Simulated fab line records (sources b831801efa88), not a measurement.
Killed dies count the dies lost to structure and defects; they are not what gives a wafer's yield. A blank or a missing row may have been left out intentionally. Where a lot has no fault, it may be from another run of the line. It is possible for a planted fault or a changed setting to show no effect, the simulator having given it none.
Comparing a struck lot with a sound one | flow sky130 | 38 out of 708 route steps
Sound: these wafers, L534.2, L534.4, L534.6. Wafers L531.1, L531.2, L531.3 were the ones struck. Last of all comes the cause.
At each step with rows: each side's tool, then ch and its chambers, then its first start. Under that, the readings that differ: sound wafers | struck wafers | difference of the means | sigmas: that difference in standard deviations of wafers without a fault.
alike: readings with means less than 2 such deviations apart, plus words and numbers identical on both sides. not compared: withheld readings, readings lacking a value on some wafer, bounds such as >300 that could conceal the same value, and numbers that have no deviation in the record and whose values overlap.
Wherever a step has rows on one side only, a row that says differs or no value, or a row with sigmas, the two part there. Numbers that have no deviation but don't overlap get no sigmas and don't part them. A reading missing from all wafers of one side parts the sides only when that side holds two or more wafers.

first, 9 steps without rows for these wafers: SKY_VIA3_SPUTTER_20 (material TiN, target thk 20 nm, time 80 s); SKY_VIA3_CVD_21 (deposits W, target thk 390 nm, time 117.31 s); SKY_VIA3_CMP_24 (polishes, stops on SiO2, t overpolish 20 s, target thk 0 nm); SKY_METAL4_SPUTTER_00 (material Ti, target thk 15 nm, time 10 s); SKY_METAL4_SPUTTER_01 (material TiN, target thk 20 nm, time 16.32 s); SKY_METAL4_SPUTTER_02 (material AlCu, target thk 735 nm, time 39.1 s); SKY_METAL4_SPUTTER_03 (material Ti, target thk 5 nm, time 3.3 s); SKY_METAL4_SPUTTER_04 (material TiN, target thk 70 nm, time 58.3 s); SKY_CAP2M_CVD_00 (deposits SiO2, target thk 15.5 nm).
SKY_CAP2M_SPUTTER_02: material TiN, target thk 200 nm, time 166.7 s.
  sound: pvd-sputter-03 at day 43 15:49; struck: pvd-sputter-02 at day 43 11:55
  reading                                   | sound             | struck            | difference | sigmas
  model.TiN_of_CAP2M_SPUTTER_02.thk-nm (nm) | 198.9 201.4 203.2 | 178.5 172.5 172.9 | -26.5      |
  alike: substrate-temp-c, throttle-valve-pct
SKY_CAP2M_RS_MEAS_03: the measuring method here is four-point-probe.
  sound: film-metro-01 at day 43 15:56; struck: film-metro-02 at day 43 12:02
  reading               | sound          | struck         | difference | sigmas
  CAP2M_TIN_RS (ohm/sq) | 6.96 6.87 6.80 | 7.78 8.04 8.02 | +1.07      | +12
SKY_CAP2M_THK_MEAS_04: measures by xrf.
  sound: film-metro-01 at day 43 16:03; struck: film-metro-02 at day 43 12:09
  reading            | sound             | struck            | difference | sigmas
  CAP2M_TIN_THK (nm) | 196.2 200.4 201.1 | 177.9 171.7 172.4 | -25.2      | -9
then, 7 steps without rows for these wafers: SKY_CAP2M_DEHYDRATE_05 (time 60 s); SKY_CAP2M_HMDS_06 (prime time 60 s); SKY_CAP2M_COAT_07 (resist thk 1140 nm); SKY_CAP2M_SOFTBAKE_08 (time 60 s); SKY_CAP2M_EXPOSE_09 (exposes mask CAP2M, target cd 1000 nm); SKY_CAP2M_PEB_10; SKY_CAP2M_DEVELOP_11 (develop time 60 s).
SKY_CAP2M_METAL_ETCH_13: etches TiN in Cl2/BCl3, stops on SiO2, target depth 220 nm, time 62.9 s.
  sound on rie-metal-01 ch 0,1, day 44 13:29; struck on rie-metal-01 ch 0,1, day 44 10:56
  reading                      | sound                | struck               | difference | sigmas
  he-backside-leak-sccm (sccm) | 3.17 3.54 3.39       | 3.46 5.49 3.34       | +0.73      | +3
  oes-product-au (a.u.)        | 0.932 0.944 0.954    | 0.879 0.863 0.869    | -0.073     | -8
  throttle-valve-pct (%)       | 21.906 21.895 21.907 | 21.945 21.953 21.958 | +0.049     | +4
  alike: drypump-motor-current-A
  not compared: rf-hours-counter-h
then, 16 steps without rows for these wafers: SKY_CAP2M_STRIP_14 (strips in O2/N2); SKY_CAP2M_STRIP_15 (strips in post etch residue remover, time 1200 s); SKY_CAP2M_CLEAN_16 (cleans in IPA, time 180 s); SKY_CAP2M_CLEAN_17 (cleans in O3/DIW); SKY_METAL4_DEHYDRATE_05 (time 60 s); SKY_METAL4_HMDS_06 (prime time 60 s); SKY_METAL4_COAT_07 (resist thk 60 nm); SKY_METAL4_COAT_08 (resist thk 1140 nm); SKY_METAL4_SOFTBAKE_09 (time 90 s); SKY_METAL4_EXPOSE_10 (exposes mask MM4, target cd 300 nm); SKY_METAL4_PEB_11; SKY_METAL4_DEVELOP_12 (develop time 60 s); SKY_METAL4_DESCUM_15 (chemistry O2, time 8 s); SKY_METAL4_ETCH_16 (etches BARC in N2/H2, stops on SiO2, time 88.2 s, target depth 60 nm); SKY_METAL4_ETCH_17 (etches SiO2 in C4F8/O2/Ar, stops on TiN, time 3.9 s, target depth 15 nm); SKY_METAL4_METAL_ETCH_18 (etches the open film in Cl2/BCl3, stops on SiO2, target depth 845 nm, time 183.1 s).
SKY_METAL4_STRIP_20: strips in post etch residue remover, time 1200 s.
  sound on wet-bench-03 ch 0, day 45 12:32; struck on wet-bench-03 ch 0, day 45 10:41
  reading                                   | sound           | struck            | difference | sigmas
  model.TiN_of_CAP2M_SPUTTER_02.thk-nm (nm) | 198 200.6 202.4 | 177.7 171.7 172.1 | -26.5      |
  alike: bath-guard-temp-C
-- the record jumps here: 4 days lie between the struck wafers' starts before and after (it left off in module METAL4 and takes up again in module PAD_OPEN, whose first step shown is number 708 of the route) --
SKY_PAD_OPEN_PROBE_99:
  sound: prober-01 at day 49 01:53; struck: prober-01 at day 49 00:46
  reading                               | sound                | struck               | difference | sigmas
  model.etest.cap-mim2.plate-ohm-sq     | 6.035 5.954 5.925    | 6.677 6.938 6.888    | +0.863     |
  model.etest.cap-mim2.bv-v (V)         | 13.85 14.76 14.39    | 13.2 13.48 12.72     | -1.2       |
  model.etest.cap-mim2.leak-log10-a-cm2 | -8.853 -8.944 -9.128 | -8.823 -8.691 -8.504 | +0.302     |
  alike: defect-limited-yield, killed_at_M0_to_M3, killed_at_M4_up, killed-at-contacts, killed-at-front-end, killed-at-other, killed-dies, killed-open, killed-short, sort_bin_3_pad_short, sort_bin_5_function, sort_bin_6_memory, sort-n-pass, sort-yield-pct

## WHERE THEY PART
At SKY_CAP2M_RS_MEAS_03 first; at SKY_CAP2M_METAL_ETCH_13 last (within this record only). Later steps at which nothing parts them and some readings are alike: SKY_METAL4_STRIP_20, SKY_PAD_OPEN_PROBE_99.

WHY: whatever the simulator had introduced
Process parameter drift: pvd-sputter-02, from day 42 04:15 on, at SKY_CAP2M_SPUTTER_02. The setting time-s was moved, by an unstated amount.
